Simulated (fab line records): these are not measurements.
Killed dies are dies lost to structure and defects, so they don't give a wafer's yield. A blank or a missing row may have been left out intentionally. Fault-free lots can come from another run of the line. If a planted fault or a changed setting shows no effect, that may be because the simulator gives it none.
fab line records | flow sky130
record: lots: 10 wafers: 30 lastDay: 51
route steps=708 shown LI_CONTACT@378 LOCAL_INTERCONNECT@400 CONTACT@424 PAD_OPEN@708
lots untouched by any fault: they come from a run of this same line in which no faults occurred
startH: hours from the record's first day to the start of the lot's first wafer shown | waitH: hours from the lot's prior step to this one | " same as the row above | L1.1+2: one row covering several wafers at once | - no value, or no start given | * or withheld: withheld | < > ~ a bound
route shown NAME@n: NAME is a module with steps in the file, n the number in the route of the first one | usual: average and standard deviation across the fault-free wafers | same: alike in all rows | chamber/n: place in a boat | sites: the reading at each site | _std_site: the values' standard deviation | _edge_site: the outer-site mean with the inner-site mean subtracted | radiusMm: for every site, how far away it sits from the centre of the wafer | mask NAME#n: copy n | behind: the tool/chamber that last shaped the wafer | hold: cause of the lot's hold/its duration in hours/its outcome | device: transistor that didn't switch, given as n, p or np | end of line: tests run on the same wafers once the route is complete | step lacking rows: just its recipe | killed: not the wafer's yield, but the dies lost to structure and defects at the first sort | map: a wafer's dies, marking killed ones x, the rest . and places with no die _
set.NAME: the setting that was run; set.NAME@STEP: the one run at that earlier step | model.NAME: the simulator's own value behind a step, which no gauge read
route steps across a sampled set of lots; one table per step, one row per wafer
services: the hour from which a tool's chamber was out of use, counted from the record's first day as startH (under 0 if before that day), plus the number of hours and why
== steps ==
step: SKY_LI_CONTACT_STRIP_16
recipe: chemistry: O2/N2 powerW: 1400 pressureMtorr: 1500 platenTempC: withheld o2FlowSccm: 3000 n2FlowSccm: 300 overashFraction: 0.5
usual: drypumpMotorCurrentA: 6.0/0.35 oesProductAu: 0.376/0.0048 stripTimeToEndpointS: 3.49/0.033
columns lot.wafer tool chamber startH waitH drypumpMotorCurrentA oesProductAu rfHoursCounterH stripTimeToEndpointS
L944.2 plasmaAsher-04 0 715.22 - 6.4 0.377 90 3.44
L944.3 " 0 " " 6.4 0.372 - 3.51
L944.4 " 1 " " 5.8 0.378 - 3.45
L945.1 plasmaAsher-03 1 722.24 - 5.5 0.386 99 3.51
L945.2 " 0 " " 6.6 0.384 99 3.48
L945.4 " 1 " " 5.4 0.372 - 3.51
L946.1 plasmaAsher-04 1 722.77 - 5.8 0.375 91 3.44
L946.2 " 0 " " 6.4 0.380 91 3.50
L946.6 " 0 " " 6.4 0.379 - 3.48
L947.3 plasmaAsher-04 1 741.15 - 5.8 0.371 - 3.48
L947.5 " 0 " " 6.4 0.373 - 3.48
L947.6 " 1 " " 5.8 0.380 - 3.51
L948.4 plasmaAsher-04 1 755.10 - 5.8 0.382 - 3.51
L948.5 " 1 " " 5.8 0.375 - 3.50
L948.6 " 0 " " 6.4 0.369 - 3.48
L952.1 plasmaAsher-01 0 780.67 - 5.8 0.374 32 3.42
L952.2 " 1 " " 6.0 0.383 32 3.53
L952.5 " 1 " " 6.0 0.379 - 3.42
L953.3 plasmaAsher-04 1 784.11 - 5.8 0.372 - 3.53
L953.4 " 0 " " 6.4 0.374 - 3.49
L953.6 " 0 " " 6.4 0.375 - 3.54
L962.1 plasmaAsher-04 0 880.67 - 6.4 0.372 106 3.52
L962.3 " 0 " " 6.4 0.379 - 3.47
L962.6 " 1 " " 5.8 0.380 - 3.50
L963.1 plasmaAsher-03 1 881.82 - 5.4 0.373 13 3.49
L963.2 " 0 " " 6.6 0.376 13 3.51
L963.6 " 0 " " 6.6 0.377 - 3.49
L961.2 plasmaAsher-03 0 884.62 - 6.6 0.374 14 3.52
L961.3 " 0 " " 6.6 0.380 - 3.49
L961.4 " 1 " " 5.5 0.376 - 3.47
step: SKY_LI_CONTACT_CMP_24
recipe: stopOn: PSG tOverpolishS: 20 downForcePsi: 3.5 platenRpm: 60 targetThkNm: 0 padVelocityMS: 0.94248
usual: motorCurrentA: 11.4/1.2 overpolishRunS: 20.000/0.0089 timeToEndpointS: 98/3.5
columns lot.wafer tool chamber startH waitH motorCurrentA overpolishRunS timeToEndpointS
L944.3 cmp-02 0 716.00 0.1 11.8 19.993 104
L944.2 " 1 " " 11.6 20.010 96
L944.4 " 2 " " 9.6 19.996 93
L945.4 cmp-01 3 723.02 0.0 10.2 20.015 97
L945.1 " 0 " " 13.0 19.993 98
L945.2 " 1 " " 12.9 20.007 99
L946.1 cmp-02 1 723.50 0.1 12.3 20.013 93
L946.2 " 2 " " 9.5 20.016 91
L946.6 " 2 " " 10.1 20.008 92
L947.3 cmp-02 0 741.96 0.1 12.0 20.009 104
L947.6 " 2 " " 9.3 19.995 93
L947.5 " 3 " " 11.6 20.005 98
L948.4 cmp-02 2 755.87 0.1 9.8 19.993 91
L948.6 " 1 " " 12.2 19.998 94
L948.5 " 2 " " 9.8 19.994 97
L952.1 cmp-01 2 781.42 0.1 10.9 20.023 95
L952.2 " 0 " " 11.6 20.011 93
L952.5 " 2 " " 11.3 19.998 92
L953.4 cmp-02 0 784.92 0.1 12.1 20.008 100
L953.3 " 1 " " 12.4 20.001 95
L953.6 " 0 " " 12.4 19.993 103
L962.3 cmp-02 0 881.43 0.0 11.6 19.989 98
L962.1 " 2 " " 9.7 19.986 92
L962.6 " 1 " " 11.7 20.007 93
L963.1 cmp-02 0 882.61 0.1 12.1 19.990 97
L963.2 " 2 " " 9.9 19.990 90
L963.6 " 0 " " 11.5 19.993 97
L961.3 cmp-01 1 885.36 0.0 12.9 20.002 103
L961.2 " 2 " " 11.5 20.008 102
L961.4 " 0 " " 12.1 19.989 104
step: SKY_LOCAL_INTERCONNECT_ETCH_13
recipe: chemistry: N2/H2 target: BARC ionEnergyEv: 200 biasW: 100 pressureMtorr: 30 n2FlowSccm: 100 h2FlowSccm: 200 icpW: 510.2 stopOn: SiO2 timeS: 45.9 targetDepthA: 600
usual: biasW: 99.98/0.29 chamberPressureMTorr: 30.002/0.03 drypumpMotorCurrentA: 5.7/0.37 oesProductAu: 0.854/0.005 throttleValvePct: 13.224/0.0094
columns lot.wafer tool chamber startH waitH biasW chamberPressureMTorr drypumpMotorCurrentA oesProductAu rfHoursCounterH throttleValvePct
L944.2 rieMetal-04 1 743.54 0.0 99.91 30.033 5.3 0.858 5 13.244
L944.3 " 0 " " 100.30 29.975 6.1 0.857 - 13.233
L944.4 " 1 " " 100.03 29.978 5.3 0.846 - 13.244
L945.1 rieMetal-02 1 751.14 0.0 99.74 29.998 5.4 0.847 1 13.224
L945.2 " 0 " " 99.69 29.962 6.2 0.850 14 13.222
L945.4 " 0 " " 100.05 29.926 6.2 0.847 - 13.212
L946.1 rieMetal-04 1 751.69 0.0 99.51 30.075 5.3 0.851 5 13.249
L946.2 " 0 " " 99.87 29.979 6.1 0.858 16 13.224
L946.6 " 0 " " 99.81 29.988 6.1 0.855 - 13.227
L947.3 rieMetal-04 0 769.57 0.0 99.96 29.951 6.1 0.859 - 13.212
L947.5 " 1 " " 100.02 29.960 5.3 0.856 - 13.213
L947.6 " 0 " " 100.05 29.987 6.1 0.857 - 13.213
L948.4 rieMetal-02 1 783.66 0.1 100.39 30.037 5.3 0.861 - 13.206
L948.5 " 1 " " 99.82 30.035 5.3 0.853 - 13.238
L948.6 " 1 " " 99.59 30.014 5.3 0.851 - 13.226
L952.1 rieMetal-04 1 808.44 0.0 99.75 30.027 5.3 0.860 8 13.233
L952.2 " 0 " " 100.03 29.977 6.1 0.863 0 13.199
L952.5 " 1 " " 99.89 29.989 5.3 0.853 - 13.236
L953.3 rieMetal-01 1 812.49 0.0 99.57 29.977 5.8 0.859 - 13.234
L953.4 " 0 " " 99.90 29.959 6.1 0.853 - 13.240
L953.6 " 1 " " 99.19 29.979 5.8 0.861 - 13.233
L962.1 rieMetal-01 0 907.72 0.0 - - - - - -
L962.3 " 0 " " - - - - - -
L962.6 " 0 " " - - - - - -
L963.1 rieMetal-02 0 908.67 0.0 - - - - - -
L963.2 " 1 " " - - - - - -
L963.6 " 0 " " - - - - - -
L961.2 rieMetal-02 1 911.57 0.0 - - - - - -
L961.3 " 1 " " - - - - - -
L961.4 " 0 " " - - - - - -
step: SKY_LOCAL_INTERCONNECT_METAL_ETCH_14
recipe: targetDepthNm: 110 stopOn: PSG chemistry: Cl2/BCl3 target: TiN resistSidewallDeg: 88 pressureMtorr: 10 icpW: 900 biasW: 48.5 Cl2_flow_sccm: 60 bcl3FlowSccm: 30 timeS: 31.4
usual: bcl3FlowSccm: 30.00/0.093 biasW: 48.51/0.13 drypumpMotorCurrentA: 5.7/0.37 oesProductAu: 0.941/0.0075 throttleValvePct: 21.902/0.0099
columns lot.wafer tool chamber startH waitH bcl3FlowSccm biasW drypumpMotorCurrentA oesProductAu rfHoursCounterH throttleValvePct
L944.2 rieMetal-04 1 743.61 0.0 29.73 48.41 5.3 0.954 5 21.887
L944.3 " 0 " " 29.91 48.65 6.1 0.955 - 21.902
L944.4 " 1 " " 29.90 48.27 5.3 0.951 - 21.880
L945.1 rieMetal-02 1 751.21 0.0 30.02 48.58 5.4 0.936 1 21.888
L945.2 " 0 " " 29.98 48.44 6.2 0.923 14 21.886
L945.4 " 0 " " 30.01 48.52 6.2 0.936 - 21.894
L946.1 rieMetal-04 1 751.76 0.0 30.06 48.33 5.3 0.947 5 21.891
L946.2 " 0 " " 30.09 48.49 6.1 0.918 16 21.885
L946.6 " 0 " " 30.07 48.53 6.1 0.939 - 21.899
L947.3 rieMetal-04 0 769.62 0.0 29.96 48.58 6.1 0.934 - 21.893
L947.5 " 1 " " 29.99 48.61 5.3 0.934 - 21.906
L947.6 " 0 " " 30.04 48.61 6.1 0.938 - 21.914
L948.4 rieMetal-02 1 783.77 0.1 29.94 48.63 5.4 0.938 - 21.897
L948.5 " 1 " " 30.09 48.45 5.4 0.951 - 21.898
L948.6 " 1 " " 30.07 48.49 5.4 0.947 - 21.894
L952.1 rieMetal-04 1 808.51 0.0 30.15 48.18 5.3 0.940 8 21.894
L952.2 " 0 " " 29.96 48.71 6.1 0.937 0 21.902
L952.5 " 1 " " 30.01 48.42 5.3 0.936 - 21.904
L953.3 rieMetal-01 1 812.55 0.0 30.08 48.46 5.8 0.943 - 21.906
L953.4 " 0 " " 30.20 48.60 6.1 0.950 - 21.928
L953.6 " 1 " " 30.14 48.58 5.8 0.944 - 21.884
L962.1 rieMetal-01 0 907.79 0.0 29.95 48.66 6.1 0.386 4 22.254
L962.3 " 0 " " 29.96 48.69 6.0 0.370 - 22.246
L962.6 " 0 " " 29.96 48.59 6.1 0.376 - 22.259
L963.1 rieMetal-02 0 908.74 0.0 30.10 48.50 6.2 0.378 4 22.265
L963.2 " 1 " " 30.09 48.49 5.3 0.378 9 22.251
L963.6 " 0 " " 29.87 48.48 6.2 0.372 - 22.275
L961.2 rieMetal-02 1 911.64 0.0 29.98 48.69 5.3 0.375 9 22.252
L961.3 " 1 " " 30.03 48.71 5.3 0.364 - 22.263
L961.4 " 0 " " 30.07 48.35 6.2 0.378 - 22.257
step: SKY_LOCAL_INTERCONNECT_STRIP_15
recipe: chemistry: O2/N2 powerW: 1400 pressureMtorr: 1500 platenTempC: withheld o2FlowSccm: 3000 n2FlowSccm: 300 overashFraction: 0.5
usual: drypumpMotorCurrentA: 6.1/0.38 oesProductAu: 0.426/0.0044 stripTimeToEndpointS: 4.702/0.019
columns lot.wafer tool chamber startH waitH drypumpMotorCurrentA oesProductAu rfHoursCounterH stripTimeToEndpointS
L944.2 plasmaAsher-04 0 743.66 0.0 6.4 0.424 93 4.686
L944.3 " 1 " " 5.8 0.424 - 4.673
L944.4 " 0 " " 6.4 0.419 - 4.692
L945.1 plasmaAsher-04 0 751.26 0.0 6.4 0.423 94 4.664
L945.2 " 1 " " 5.8 0.427 94 4.698
L945.4 " 0 " " 6.4 0.431 - 4.709
L946.1 plasmaAsher-03 0 751.81 0.0 6.5 0.427 1 4.706
L946.2 " 1 " " 5.4 0.421 1 4.696
L946.6 " 0 " " 6.5 0.433 - 4.704
L947.3 plasmaAsher-04 0 769.69 0.1 6.4 0.424 - 4.698
L947.5 " 0 " " 6.4 0.431 - 4.680
L947.6 " 1 " " 5.8 0.433 - 4.664
L948.4 plasmaAsher-03 0 783.86 0.1 6.6 0.422 - 4.707
L948.5 " 1 " " 5.4 0.419 - 4.681
L948.6 " 0 " " 6.6 0.424 - 4.710
L952.1 plasmaAsher-02 0 808.56 0.0 6.4 0.420 70 4.722
L952.2 " 1 " " 5.8 0.433 70 4.715
L952.5 " 1 " " 5.8 0.430 - 4.738
L953.3 plasmaAsher-04 0 812.62 0.1 6.4 0.421 - 4.701
L953.4 " 1 " " 5.8 0.427 - 4.696
L953.6 " 0 " " 6.4 0.426 - 4.697
L962.1 plasmaAsher-03 1 907.84 0.0 5.5 0.443 16 5.160
L962.3 " 1 " " 5.4 0.441 - 5.144
L962.6 " 1 " " 5.4 0.449 - 5.152
L963.1 plasmaAsher-04 0 908.79 0.0 6.4 0.441 109 5.165
L963.2 " 1 " " 5.8 0.447 109 5.166
L963.6 " 0 " " 6.4 0.446 - 5.158
L961.2 plasmaAsher-02 0 911.69 0.0 6.4 0.445 80 5.175
L961.3 " 1 " " 5.8 0.449 - 5.183
L961.4 " 0 " " 6.3 0.448 - 5.182
step: SKY_CONTACT_ETCH_18
recipe: target: Si3N4 chemistry: CHF3/O2 stopOn: TiN sourceW: 600 biasW: 200 pressureMtorr: 40 chf3FlowSccm: 50 O2_flow_sccm: 5 timeS: 39 targetDepthA: 750
usual: O2_flow_sccm: 5.000/0.015 biasW: 200.0/0.58 drypumpMotorCurrentA: 5.9/0.32 oesProductAu: 0.854/0.0082 throttleValvePct: 8.794/0.0098
columns lot.wafer tool chamber startH waitH O2_flow_sccm biasW drypumpMotorCurrentA oesProductAu rfHoursCounterH throttleValvePct
L944.2 rieDiel-04 2 - - 4.998 199.7 6.4 0.853 6 8.775
L944.3 " 1 " " 4.995 200.5 5.8 0.846 3 8.792
L944.4 " 2 " " 4.991 199.4 6.4 0.860 - 8.801
L945.1 rieDiel-02 0 - - 5.000 199.9 5.9 0.848 30 8.803
L945.2 " 3 " " 5.009 198.8 5.5 0.862 18 8.792
L945.4 " 1 " " 4.981 200.3 5.7 0.849 24 8.782
L946.1 rieDiel-04 3 - - 5.004 201.3 6.0 0.843 6 8.785
L946.2 " 0 " " 5.004 201.9 5.7 0.840 14 8.788
L946.6 " 3 " " 5.012 200.1 6.0 0.871 - 8.804
L947.3 rieDiel-04 3 - - 5.014 200.5 6.0 0.851 6 8.783
L947.5 " 0 " " 5.004 199.3 5.7 0.835 - 8.793
L947.6 " 1 " " 4.971 200.9 5.8 0.857 - 8.791
L948.4 rieDiel-03 3 - - 4.993 200.2 6.4 0.853 2 8.779
L948.5 " 2 " " 5.021 200.1 6.4 0.870 - 8.793
L948.6 " 1 " " 4.994 200.4 5.9 0.855 - 8.797
L952.1 rieDiel-04 3 - - 5.019 199.2 6.0 0.860 7 8.802
L952.2 " 1 " " 4.977 199.5 5.8 0.850 5 8.780
L952.5 " 0 " " 5.027 200.5 5.7 0.859 - 8.801
L953.3 rieDiel-04 3 - - 5.003 199.3 5.9 0.857 7 8.804
L953.4 " 2 " " 5.008 200.0 6.4 0.872 8 8.794
L953.6 " 0 " " 5.029 199.9 5.6 0.862 - 8.792
step: SKY_PAD_OPEN_PROBE_99
usual: killed_at_M0_to_M3: 43/6.8 killed_at_M4_up: 3.1/1.8 killedAtContacts: 25/5.8 killedAtFrontEnd: 15/4.2 killedAtOther: 0.3/0.5 killedDies: 87/9.7 killedOnRim: 17/4.1 killedOpen: 47/7.3 killedShort: 39/6.6
same: grossDies: 492 killedAtBackSide: 0
columns lot.wafer tool chamber startH waitH killed_at_M0_to_M3 killed_at_M4_up killedAtContacts killedAtFrontEnd killedAtOther killedDies killedOnRim killedOpen killedShort
L962.1 prober-01 - 1214.49 0.1 51 4 425 12 0 492 96 40 45
L962.3 prober-01 - 1214.59 0.2 37 6 438 10 1 492 96 40 42
L962.6 prober-01 - 1214.74 0.2 53 2 424 13 0 492 96 48 39
L963.1 prober-02 - 1214.66 0.1 45 7 423 17 0 492 96 58 37
L963.2 prober-02 - 1214.71 0.1 34 8 429 21 0 492 96 41 40
L963.6 prober-02 - 1214.91 0.2 47 2 427 15 1 492 96 63 28
L961.2 prober-02 - 1216.96 0.1 36 6 436 14 0 492 96 50 37
L961.3 prober-02 - 1217.01 0.2 54 3 426 9 0 492 96 52 44
L961.4 prober-02 - 1217.06 0.2 49 4 426 13 0 492 96 52 39
killed by level:class
L962.1 LOCAL_INTERCONNECT:areaEtch=407 VIA3:geometricParticle:open=8 VIA1:geometricParticle:short=8 VIA1:geometricParticle:open=8 METAL1:geometricParticle:short=7 LI_CONTACT:geometricParticle:open=6 CONTACT:geometricParticle:open=5 METAL2:geometricParticle:short=5
L962.3 LOCAL_INTERCONNECT:areaEtch=410 CONTACT:geometricParticle:open=11 VIA2:geometricParticle:open=6 CONTACT:geometricParticle:short=5 METAL1:geometricParticle:short=5 VIA1:geometricParticle:open=5 LI_CONTACT:geometricParticle:open=4 LI_CONTACT:geometricParticle:short=4
L963.1 LOCAL_INTERCONNECT:areaEtch=397 CONTACT:geometricParticle:open=13 VIA1:geometricParticle:open=11 VIA3:geometricParticle:open=6 POLY_GATE:geometricParticle:open=6 CONTACT:geometricParticle:short=6 VIA2:geometricParticle:open=6 METAL2:geometricParticle:short=4
L963.2 LOCAL_INTERCONNECT:areaEtch=411 CONTACT:geometricParticle:open=12 VIA1:geometricParticle:open=9 FIELD_ISO:geometricParticle:short=6 METAL2:geometricParticle:short=5 METAL4:geometricParticle:short=5 POLY_GATE:geometricParticle:short=4 CONTACT:geometricParticle:short=4
L962.6 LOCAL_INTERCONNECT:areaEtch=405 VIA1:geometricParticle:open=11 VIA2:geometricParticle:open=10 VIA3:geometricParticle:open=7 METAL1:geometricParticle:short=6 VIA1:geometricParticle:short=6 FIELD_ISO:geometricParticle:short=5 LI_CONTACT:geometricParticle:open=5
L963.6 LOCAL_INTERCONNECT:areaEtch=401 VIA1:geometricParticle:open=15 VIA3:geometricParticle:open=9 CONTACT:geometricParticle:open=8 LI_CONTACT:geometricParticle:open=8 VIA2:geometricParticle:open=8 CONTACT:geometricParticle:short=6 FIELD_ISO:geometricParticle:short=4
L961.2 LOCAL_INTERCONNECT:areaEtch=405 CONTACT:geometricParticle:open=10 LI_CONTACT:geometricParticle:open=9 VIA1:geometricParticle:open=9 VIA3:geometricParticle:open=6 CONTACT:geometricParticle:short=5 POLY_GATE:geometricParticle:short=4 VIA1:geometricParticle:short=4
L961.3 LOCAL_INTERCONNECT:areaEtch=396 VIA1:geometricParticle:open=12 LI_CONTACT:geometricParticle:open=9 CONTACT:geometricParticle:short=8 VIA3:geometricParticle:open=8 CONTACT:geometricParticle:open=7 METAL1:geometricParticle:short=6 VIA2:geometricParticle:open=6
L961.4 LOCAL_INTERCONNECT:areaEtch=401 VIA1:geometricParticle:open=12 CONTACT:geometricParticle:open=9 VIA2:geometricParticle:open=7 LI_CONTACT:geometricParticle:open=6 VIA3:geometricParticle:open=6 METAL3:geometricParticle:short=5 FIELD_ISO:geometricParticle:open=4
== services ==
columns tool chamber startH hours kind
rieDiel-04 1 709.85 18.3 repair
cmp-01 - 710.28 4.2 repair
cmp-01 - 713.53 0.2 repair
rieMetal-02 - 730.53 1.6 repair
plasmaAsher-03 - 733.75 9.0 pm
cmp-02 - 736.40 2.8 repair
cmp-02 - 744.05 4.0 pm
plasmaAsher-03 - 747.62 4.1 repair
rieMetal-02 - 748.32 1.4 repair
cmp-01 - 753.75 0.5 repair
cmp-01 - 754.23 2.7 repair
rieDiel-04 0 765.69 6.6 repair
cmp-02 - 777.26 5.2 pm
plasmaAsher-04 - 787.98 3.2 repair
rieDiel-04 - 805.43 0.8 repair
cmp-02 - 809.74 2.5 repair
rieDiel-04 - 819.53 0.8 repair
plasmaAsher-04 - 825.93 1.8 repair
cmp-01 - 843.77 1.6 repair
cmp-01 - 848.98 0.4 repair
rieMetal-02 1 849.39 1.5 repair
cmp-02 - 861.64 0.3 repair
plasmaAsher-03 - 888.86 2.8 repair
rieDiel-04 2 893.15 5.9 repair
== key ==
firstSign: step: SKY_LOCAL_INTERCONNECT_ETCH_13 reading: toolRecord direction: missing
effect: step: SKY_LOCAL_INTERCONNECT_METAL_ETCH_14 reading: oesProductAu direction: down sigmas: 76 usual: 0.941 struck: 0.375
effect: step: SKY_LOCAL_INTERCONNECT_STRIP_15 reading: stripTimeToEndpointS direction: up sigmas: 24 usual: * struck: *
effect: step: SKY_PAD_OPEN_PROBE_99 reading: killedAtContacts direction: up sigmas: 70 usual: 25 struck: 428
moreKillsBornAt: SKY_LOCAL_INTERCONNECT_ETCH_13@rieMetal-02: 2411 SKY_LOCAL_INTERCONNECT_ETCH_13@rieMetal-01: 1222
metAt SKY_LOCAL_INTERCONNECT_ETCH_13
struckLots L961,L962,L963
laterRowsLeftOut L961.2,L961.3,L961.4,L962.1,L962.3,L962.6,L963.1,L963.2,L963.6
testerLeftOut L961,L962,L963
notActingAt SKY_LI_CONTACT_STRIP_16,SKY_LI_CONTACT_CMP_24,SKY_CONTACT_ETCH_18
onsetBetween 812.49 907.72
fault: kind: skippedStepWhole tool: rieMetal-01,rieMetal-02 chamber: - onsetH: 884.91 steps: SKY_LOCAL_INTERCONNECT_ETCH_13 scope: struckLotsOnly
testerLeftOut: of these lots the tester's yield and bins aren't shown, on N5 and GAA mostly nor the transistor test; their killed dies are dies lost to structure and defects alone, not to doping, threshold or leakage, so they don't give the yield
laterRowsLeftOut: the simulator's readings of these wafers behind a module that went badly wrong aren't trusted and aren't shown, but for the sort
